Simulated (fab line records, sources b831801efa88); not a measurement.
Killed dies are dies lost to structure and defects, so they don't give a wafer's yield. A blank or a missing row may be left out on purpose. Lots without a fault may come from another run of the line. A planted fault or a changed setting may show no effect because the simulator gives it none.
Which tool did it? | flow sky130 | 11 lots, 33 wafers sampled, at 5 steps of a route of 708

WHAT THE GAUGES READ, wafer by wafer
SKY_CAP2M_THK_MEAS_01.
lot  | measured     | on            | CAP2M_CVD_00_THK (nm)
L743 | day 41 07:14 | film_metro-04 | 15.37 15.81 15.77
L744 | day 41 21:44 | film_metro-04 | 15.43 15.49 15.69
L746 | day 42 01:56 | film_metro-01 | 15.35 15.72 15.64
L748 | day 42 19:28 | film_metro-01 | 15.12 15.04 15.11
L749 | day 42 22:34 | film_metro-04 | 15.29 15.69 15.65
L752 | day 43 17:03 | film_metro-04 | 15.67 15.75 15.80
L758 | day 45 03:03 | film_metro-01 | 7.44 15.64 15.60
L759 | day 45 06:15 | film_metro-02 | 15.39 7.08 15.57
L760 | day 45 16:17 | film_metro-01 | 15.48 15.29 15.49
L764 | day 46 06:15 | film_metro-04 | 15.53 15.18 15.86
L763 | day 46 11:05 | film_metro-01 | 15.23 15.34 15.48

WHICH TOOL RAN EACH LOT (tool, then ch and the chambers of the sampled wafers, then the start)
lot  | SKY_VIA3_ETCH_14                   | SKY_METAL4_SPUTTER_01        | SKY_METAL4_SPUTTER_03        | SKY_CAP2M_CVD_00
L743 | rie_diel-01 ch 1,2,3, day 41 05:41 | pvd_sputter-02, day 41 07:04 | pvd_sputter-02, day 41 07:08 | pecvd-04 ch 1,2, day 41 07:12
L744 | rie_diel-01 ch 2,3, day 41 20:07   | pvd_sputter-03, day 41 21:35 | pvd_sputter-03, day 41 21:39 | pecvd-03 ch 1,2, day 41 21:43
L746 | rie_diel-04 ch 1,3, day 42 00:19   | pvd_sputter-02, day 42 01:47 | pvd_sputter-02, day 42 01:51 | pecvd-01 ch 0,1,2, day 42 01:55
L748 | rie_diel-02 ch 0,1,2, day 42 17:53 | pvd_sputter-01, day 42 19:16 | pvd_sputter-01, day 42 19:20 | pecvd-01 ch 0,2, day 42 19:25
L749 | rie_diel-01 ch 0,1,3, day 42 21:02 | pvd_sputter-01, day 42 22:25 | pvd_sputter-01, day 42 22:28 | pecvd-04 ch 2, day 42 22:32
L752 | rie_diel-01 ch 0,1,3, day 43 15:29 | pvd_sputter-01, day 43 16:53 | pvd_sputter-01, day 43 16:56 | pecvd-04 ch 0,2, day 43 17:01
L758 | rie_diel-02 ch 0,2,3, day 45 01:29 | pvd_sputter-01, day 45 02:52 | pvd_sputter-01, day 45 02:56 | pecvd-04 ch 0,1, day 45 03:00
L759 | rie_diel-01 ch 0,2, day 45 04:35   | pvd_sputter-03, day 45 06:05 | pvd_sputter-03, day 45 06:09 | pecvd-04 ch 0,1,2, day 45 06:13
L760 | rie_diel-02 ch 0,3, day 45 14:44   | pvd_sputter-03, day 45 16:07 | pvd_sputter-03, day 45 16:11 | pecvd-03 ch 0,1, day 45 16:14
L764 | rie_diel-01 ch 0,2, day 46 04:43   | pvd_sputter-03, day 46 06:05 | pvd_sputter-03, day 46 06:10 | pecvd-01 ch 0,1, day 46 06:14
L763 | rie_diel-01 ch 1,2, day 46 09:32   | pvd_sputter-03, day 46 10:55 | pvd_sputter-03, day 46 10:59 | pecvd-01 ch 0,2, day 46 11:03
- SKY_VIA3_ETCH_14: etches BARC in N2/H2, stops on SiO2, time 45.9 s, target depth 60 nm.
- SKY_METAL4_SPUTTER_01: material TiN, target thk 20 nm, time 16.7 s.
- SKY_METAL4_SPUTTER_03: material Ti, target thk 5 nm, time 3.3 s.
- SKY_CAP2M_CVD_00: deposits SiO2, target thk 15.5 nm.

WHAT THE TOOLS THEMSELVES READ (means of the sampled wafers that have a number; where no wafer has one, the mark that the record gives instead)
SKY_VIA3_ETCH_14.
lot  | tool        | drypump_motor_current_A (A) | oes_product_au (a.u.) | throttle_valve_pct (%)
L743 | rie_diel-01 | 5.8                         | 0.851                 | 13.224
L744 | rie_diel-01 | 5.6                         | 0.855                 | 13.231
L746 | rie_diel-04 | 5.8                         | 0.857                 | 13.221
L748 | rie_diel-02 | 5.6                         | 0.858                 | 13.221
L749 | rie_diel-01 | 5.8                         | 0.852                 | 13.223
L752 | rie_diel-01 | 5.8                         | 0.854                 | 13.221
L758 | rie_diel-02 | 5.7                         | 0.855                 | 13.222
L759 | rie_diel-01 | 6.0                         | 0.855                 | 13.224
L760 | rie_diel-02 | 5.7                         | 0.853                 | 13.220
L764 | rie_diel-01 | 6.1                         | 0.849                 | 13.226
L763 | rie_diel-01 | 6.2                         | 0.855                 | 13.227

SKY_METAL4_SPUTTER_01.
lot  | tool           | cathode_dc_power_W (W) | throttle_valve_pct (%)
L743 | pvd_sputter-02 | 6499.9                 | 30.2
L744 | pvd_sputter-03 | 6499.0                 | 30.1
L746 | pvd_sputter-02 | 6499.6                 | 30.3
L748 | pvd_sputter-01 | 6499.7                 | 30.1
L749 | pvd_sputter-01 | 6500.9                 | 29.0
L752 | pvd_sputter-01 | 6499.6                 | 29.5
L758 | pvd_sputter-01 | 6500.8                 | 30.1
L759 | pvd_sputter-03 | 6500.9                 | 30.2
L760 | pvd_sputter-03 | 6500.0                 | 30.0
L764 | pvd_sputter-03 | 6499.6                 | 29.8
L763 | pvd_sputter-03 | 6500.5                 | 30.0

SKY_METAL4_SPUTTER_03.
lot  | tool           | cathode_dc_power_W (W) | throttle_valve_pct (%)
L743 | pvd_sputter-02 | 3000.5                 | 30.1
L744 | pvd_sputter-03 | 2999.6                 | 30.1
L746 | pvd_sputter-02 | 2999.8                 | 30.1
L748 | pvd_sputter-01 | 2999.9                 | 30.1
L749 | pvd_sputter-01 | 2999.9                 | 28.9
L752 | pvd_sputter-01 | 2999.8                 | 29.8
L758 | pvd_sputter-01 | 3000.0                 | 30.0
L759 | pvd_sputter-03 | 2999.9                 | 30.3
L760 | pvd_sputter-03 | 2999.9                 | 30.0
L764 | pvd_sputter-03 | 3000.1                 | 29.8
L763 | pvd_sputter-03 | 3000.6                 | 29.9

SKY_CAP2M_CVD_00.
lot  | tool     | heater_power_w (W)
L743 | pecvd-04 | 719
L744 | pecvd-03 | 763
L746 | pecvd-01 | 781
L748 | pecvd-01 | 806
L749 | pecvd-04 | 720
L752 | pecvd-04 | 707
L758 | pecvd-04 | 678
L759 | pecvd-04 | 708
L760 | pecvd-03 | 770
L764 | pecvd-01 | 764
L763 | pecvd-01 | 750

THE ANSWER, worked out from the rows above alone
Rule: what is usual is taken from the lots themselves. Put in order of their means at a reading, lots are off if they are a third of the lots or fewer, leave a main group of 4 or more, and stand apart from it by a gap of 3 or more times the standard deviation of the main group's means; of several such gaps the widest counts. A main group whose means are all the same, to the digits that the tables above print for the reading, isn't used. A lot without any number at a reading at which 4 lots or more have one is off too. The other lots that the step has rows for count as sound. The gauges are gone through in route order, then the tools' own readings, and for those a lot's mean is taken as printed above. The first step at which some lot is off is used, and at that step the reading that is off furthest; a lot without a number counts as furthest.
Off: L758, L759, at SKY_CAP2M_THK_MEAS_01 (CAP2M_CVD_00_THK). The main group: mean 15.49 nm, standard deviation 0.18.
A tool fits if, at a process step before that reading, it ran every lot that is off, and no sound lot after the first of them. The gauges at SKY_CAP2M_THK_MEAS_01 are tried like those tools. One fits: pecvd-04 at SKY_CAP2M_CVD_00. Its last sound lot is L752 (day 43 17:01), its first lot that is off L758 (day 45 03:00): a fault that began between those two fits.

WHAT THE SIMULATOR HAD PUT IN
Process parameter drift: pecvd-04, from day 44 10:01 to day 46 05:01, at SKY_CAP2M_CVD_00. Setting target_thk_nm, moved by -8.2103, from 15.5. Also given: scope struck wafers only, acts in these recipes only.
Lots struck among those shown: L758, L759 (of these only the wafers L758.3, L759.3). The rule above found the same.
